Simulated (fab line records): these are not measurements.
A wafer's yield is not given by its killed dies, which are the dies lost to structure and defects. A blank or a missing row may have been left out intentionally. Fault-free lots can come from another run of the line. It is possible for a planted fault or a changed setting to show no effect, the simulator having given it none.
Chamber matching	flow gf180mcu	cmp-01 running GF_V2_CMP_04: 4 sister chambers
The step polishes SiO2. 24 wafers are shown with their chamber, then 12 later ones without.

== WAFERS PAIRED WITH THEIR CHAMBERS ==
wafer	chamber	motor-current-A (A)	time-to-endpoint-s (s)
L078.3	1	12.3	75
L078.5	0	13.5	79
L078.6	3	14.0	75
L080.1	0	12.2	81
L080.3	2	11.5	78
L080.4	1	12.3	83
L081.1	0	12.2	77
L081.2	3	13.5	70
L081.3	2	11.6	72
L082.3	0	13.0	84
L082.5	2	11.6	85
L082.6	3	14.0	85
L089.2	0	12.2	79
L089.4	3	13.0	76
L089.5	2	11.7	76
L092.1	0	12.5	84
L092.2	3	13.1	81
L092.4	1	12.6	87
L093.3	0	12.6	74
L093.4	2	11.4	77
L093.6	3	13.6	82
L093.1	1	12.8	80
L093.2	3	13.3	76
L093.5	2	11.7	80

SIGNATURES, as means of the wafers listed above
reading	chamber 0	chamber 1	chamber 2	chamber 3	scatter within a chamber
motor-current-A	12.600	12.500	11.583	13.500	0.365
time-to-endpoint-s	79.71	81.25	78.00	77.86	4.5
Rule: a wafer lies at a distance from a chamber equal to the root of the sum of squares, over the readings, of (its reading less the chamber's mean, divided by the reading's scatter). The wafer belongs to the nearest chamber; if the next one is less than 2 further off, it can't be placed. The scatter: take each reading less its chamber's mean, square it, sum over the shown wafers, divide by the number of wafers less the number of chambers, and take the root.

== WAFERS WITH NO CHAMBER GIVEN ==
wafer	motor-current-A (A)	time-to-endpoint-s (s)
L094.1	12.4	82
L094.4	12.0	83
L094.6	12.3	85
L094.2	11.6	79
L094.3	13.2	77
L094.5	12.5	83
L096.2	12.8	82
L096.3	10.9	77
L096.5	11.9	85
L097.2	12.3	81
L097.3	13.7	79
L097.6	12.2	87

== EACH ONE'S CHAMBER ==
wafer	from the rows above	in truth
L094.1	can't be placed: 1 or 0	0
L094.4	can't be placed: 1 or 2 or 0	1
L094.6	can't be placed: 1 or 0 or 2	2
L094.2	2	2
L094.3	can't be placed: 3 or 0 or 1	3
L094.5	can't be placed: 1 or 0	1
L096.2	can't be placed: 0 or 1 or 3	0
L096.3	2	2
L096.5	can't be placed: 2 or 1 or 0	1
L097.2	can't be placed: 1 or 0 or 2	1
L097.3	3	3
L097.6	can't be placed: 1 or 0 or 2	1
3 of 12 placed correctly. Not placeable from these rows: 9 (in 9, the candidates include the true chamber). Number placed wrongly: 0.
